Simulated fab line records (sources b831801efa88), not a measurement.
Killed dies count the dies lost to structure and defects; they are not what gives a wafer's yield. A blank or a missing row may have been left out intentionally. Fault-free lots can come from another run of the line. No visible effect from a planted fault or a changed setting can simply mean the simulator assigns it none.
Matching of chambers + flow gf180mcu + 4 sister chambers for GF_CONTACT_ETCH_16 on rie-diel-04
The step etches BARC in N2/H2. 16 wafers are shown with their chamber, then 8 later ones without.

== WAFERS WITH THEIR CHAMBER ==
| wafer  | chamber | throttle-valve-pct (%) | oes-product-au (a.u.) |
|--------|---------|------------------------|-----------------------|
| L645.4 | 3       | 13.226                 | 0.851                 |
| L645.5 | 0       | 13.221                 | 0.858                 |
| L645.6 | 1       | 13.222                 | 0.853                 |
| L646.4 | 0       | 13.221                 | 0.860                 |
| L646.5 | 1       | 13.212                 | 0.851                 |
| L646.6 | 2       | 13.233                 | 0.864                 |
| L647.3 | 1       | 13.225                 | 0.851                 |
| L647.5 | 2       | 13.234                 | 0.850                 |
| L647.6 | 3       | 13.228                 | 0.857                 |
| L652.1 | 2       | 13.230                 | 0.853                 |
| L652.4 | 1       | 13.238                 | 0.851                 |
| L652.6 | 3       | 13.215                 | 0.851                 |
| L655.2 | 1       | 13.222                 | 0.867                 |
| L655.4 | 0       | 13.240                 | 0.856                 |
| L655.6 | 3       | 13.230                 | 0.854                 |
| L656.3 | 3       | 13.230                 | 0.860                 |

SIGNATURES, as means of the wafers listed above
| reading            | chamber 0 | chamber 1 | chamber 2 | chamber 3 | scatter within a chamber |
|--------------------|-----------|-----------|-----------|-----------|--------------------------|
| throttle-valve-pct | 13.22733  | 13.22380  | 13.23233  | 13.22580  | 0.00793                  |
| oes-product-au     | 0.85800   | 0.85460   | 0.85567   | 0.85460   | 0.00558                  |
Rule: distance of a wafer from a chamber = root of the sum over the readings of ((wafer's reading minus chamber's mean) / reading's scatter) squared. The wafer belongs to the nearest chamber; if the next one is less than 2 further off, it can't be placed. The scatter is the square root of a quotient: the sum, over the shown wafers, of each reading's squared deviation from its chamber's mean, divided by wafers minus chambers.

== WAFERS WITH NO CHAMBER GIVEN ==
| wafer  | throttle-valve-pct (%) | oes-product-au (a.u.) |
|--------|------------------------|-----------------------|
| L656.4 | 13.219                 | 0.854                 |
| L656.5 | 13.228                 | 0.855                 |
| L657.1 | 13.226                 | 0.863                 |
| L657.4 | 13.224                 | 0.868                 |
| L657.5 | 13.221                 | 0.854                 |
| L659.1 | 13.232                 | 0.856                 |
| L659.2 | 13.224                 | 0.855                 |
| L659.4 | 13.227                 | 0.857                 |

== EACH ONE'S CHAMBER ==
| wafer  | from the rows above               | in truth |
|--------|-----------------------------------|----------|
| L656.4 | can't be placed: 1 or 3 or 0 or 2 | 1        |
| L656.5 | can't be placed: 3 or 1 or 0 or 2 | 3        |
| L657.1 | can't be placed: 0 or 3 or 1 or 2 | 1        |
| L657.4 | can't be placed: 0 or 1 or 3 or 2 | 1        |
| L657.5 | can't be placed: 1 or 3 or 0 or 2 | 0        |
| L659.1 | can't be placed: 2 or 0 or 3 or 1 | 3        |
| L659.2 | can't be placed: 1 or 3 or 0 or 2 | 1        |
| L659.4 | can't be placed: 0 or 3 or 1 or 2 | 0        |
Correctly placed: 0 of 8. These rows do not allow placing 8 (true chamber among the candidates in 8). Number placed wrongly: 0.
